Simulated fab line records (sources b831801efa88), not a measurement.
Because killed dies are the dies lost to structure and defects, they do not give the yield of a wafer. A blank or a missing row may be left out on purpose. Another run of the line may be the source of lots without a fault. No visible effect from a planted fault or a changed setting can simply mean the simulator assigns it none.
Which tool did it? ; flow sky130 ; 14 lots, 42 wafers sampled, at 4 steps of a route of 708

## WHAT THE GAUGES SHOWED, per wafer
SKY_LDD_HVP_OVL_MEAS_07.
lot;measured;on;LDD_HVP_OVL (nm)
L482;day 22 10:59;overlay-01;-3.5 -0.5 -1.9
L484;day 23 01:43;overlay-02;-0.2 0.0 -1.9
L485;day 23 09:42;overlay-02;2.3 0.7 0.1
L486;day 24 06:11;overlay-02;-3.0 -0.3 -1.6
L487;day 24 12:50;overlay-02;-0.6 -0.4 0.3
L488;day 24 23:28;overlay-01;-2.7 -1.4 -1.6
L492;day 25 19:02;overlay-02;0.4 -1.0 -0.1
L493;day 26 05:33;overlay-02;-0.3 0.5 -0.4
L495;day 26 22:28;overlay-02;-0.9 -2.2 -1.5
L496;day 26 22:50;overlay-01;3.8 1.1 0.7
L498;day 27 18:23;overlay-01;- - -
L499;day 27 21:29;overlay-01;- - -
L502;day 28 17:31;overlay-02;1.4 0.2 -0.2
L505;day 29 16:43;overlay-01;-2.2 -0.5 -2.7

SKY_LDD_LDN_OVL_MEAS_07.
lot;measured;on;LDD_LDN_OVL (nm)
L482;day 23 17:06;overlay-01;-0.1 0.7 -0.4
L484;day 24 06:59;overlay-01;1.6 1.7 -0.9
L485;day 24 15:18;overlay-01;0.0 1.7 -0.6
L486;day 25 12:08;overlay-01;0.1 0.8 1.0
L487;day 25 18:11;overlay-01;1.5 0.9 0.6
L488;day 26 04:38;overlay-02;2.0 3.1 3.3
L492;day 26 23:56;overlay-02;1.6 3.2 0.9
L493;day 27 10:00;overlay-01;1.6 3.6 1.9
L495;day 28 03:47;overlay-02;0.9 1.4 0.7
L496;day 28 03:50;overlay-01;-0.3 -0.3 1.1
L498;day 28 23:29;overlay-01;2.6 0.7 2.6
L499;day 29 02:47;overlay-02;-1.0 0.7 1.1
L502;day 29 22:36;overlay-01;2.3 1.7 3.2
L505;day 30 20:55;overlay-01;-1.4 0.5 -0.7

SKY_LDD_LDN_TW_MEAS_13.
lot;measured;on;LDD_LDN_TW
L482;day 23 17:50;film_metro-03;1468 1468 1469
L484;day 24 07:44;film_metro-03;1458 1461 1466
L485;day 24 16:02;film_metro-03;1454 1465 1457
L486;day 25 12:53;film_metro-03;1461 1462 1468
L487;day 25 18:56;film_metro-01;1473 1464 1468
L488;day 26 05:22;film_metro-01;1477 1475 1477
L492;day 27 00:41;film_metro-01;1457 1459 1455
L493;day 27 10:44;film_metro-01;1459 1465 1463
L495;day 28 04:32;film_metro-01;1463 1470 1466
L496;day 28 04:35;film_metro-03;1461 1463 1460
L498;day 29 00:14;film_metro-01;1474 1473 1473
L499;day 29 03:32;film_metro-03;1468 1465 1464
L502;day 29 23:20;film_metro-03;1461 1462 1458
L505;day 30 21:39;film_metro-01;1468 1470 1464

## TOOL THAT RAN EACH LOT (tool first, then ch and the chambers of the sampled wafers, then the start)
lot;SKY_LDD_HVP_EXPOSE_04
L482;iline_stepper-02 ch 0, day 21 19:14
L484;iline_stepper-02 ch 0, day 22 11:37
L485;iline_stepper-02 ch 0, day 22 19:41
L486;iline_stepper-01 ch 0, day 23 16:12
L487;iline_stepper-02 ch 0, day 23 23:08
L488;iline_stepper-01 ch 0, day 24 08:19
L492;iline_stepper-02 ch 0, day 25 05:28
L493;iline_stepper-02 ch 0, day 25 14:51
L495;iline_stepper-01 ch 0, day 26 08:44
L496;iline_stepper-02 ch 0, day 26 08:58
L498;iline_stepper-02, day 27 03:13
L499;iline_stepper-01, day 27 06:26
L502;iline_stepper-02 ch 0, day 28 03:43
L505;iline_stepper-01 ch 0, day 29 03:39
- SKY_LDD_HVP_EXPOSE_04: exposes mask HVPTM, target cd 700 nm.

## WHAT THE TOOLS THEMSELVES READ (means of the sampled wafers that have a number; where no wafer has one, the mark that the record gives instead)
SKY_LDD_HVP_EXPOSE_04.
lot;tool;exposure_dose_mJ_cm2;focus_offset_nm (nm)
L482;iline_stepper-02;85.96;-0.1
L484;iline_stepper-02;85.98;-0.8
L485;iline_stepper-02;86.05;-0.0
L486;iline_stepper-01;86.03;0.5
L487;iline_stepper-02;86.03;0.1
L488;iline_stepper-01;85.96;-0.6
L492;iline_stepper-02;86.01;-0.2
L493;iline_stepper-02;85.97;-0.4
L495;iline_stepper-01;86.11;-0.8
L496;iline_stepper-02;86.01;-0.3
L498;iline_stepper-02;-;-
L499;iline_stepper-01;-;-
L502;iline_stepper-02;86.08;-0.3
L505;iline_stepper-01;85.94;0.8

## THE ANSWER, worked out from the rows above alone
Rule: what is usual is taken from the lots themselves. The widest of any qualifying gaps counts: lots, ordered by their means at a reading, are off when they make up no more than a third of the lots, leave a main group of 4 or more, and stand apart from it by 3 or more times the standard deviation of that group's means. The tables above print the reading to a certain number of digits; a main group whose means all agree to those digits is not used. A lot without any number at a reading at which 4 lots or more have one is off too. Any other lot the step has rows for is counted as sound. The gauges are gone through in route order, then the tools' own readings, and for those a lot's mean is taken as printed above. At the first step where some lot is off, the reading lying furthest off is the one used; lots without a number count as furthest.
Off: L498, L499, at SKY_LDD_HVP_OVL_MEAS_07 (LDD_HVP_OVL). Without a number there: L498, L499. The main group: mean -0.6 nm, standard deviation 1.2.
A tool fits if, at a process step before that reading, it ran every lot that is off, and no sound lot after the first of them. The gauges at SKY_LDD_HVP_OVL_MEAS_07 aren't tried: what is off there is off at SKY_LDD_HVP_EXPOSE_04 too, on other tools, and a gauge's error can't cause that. Not one of the candidates tried fits.

## WHAT THE SIMULATOR HAD PUT IN
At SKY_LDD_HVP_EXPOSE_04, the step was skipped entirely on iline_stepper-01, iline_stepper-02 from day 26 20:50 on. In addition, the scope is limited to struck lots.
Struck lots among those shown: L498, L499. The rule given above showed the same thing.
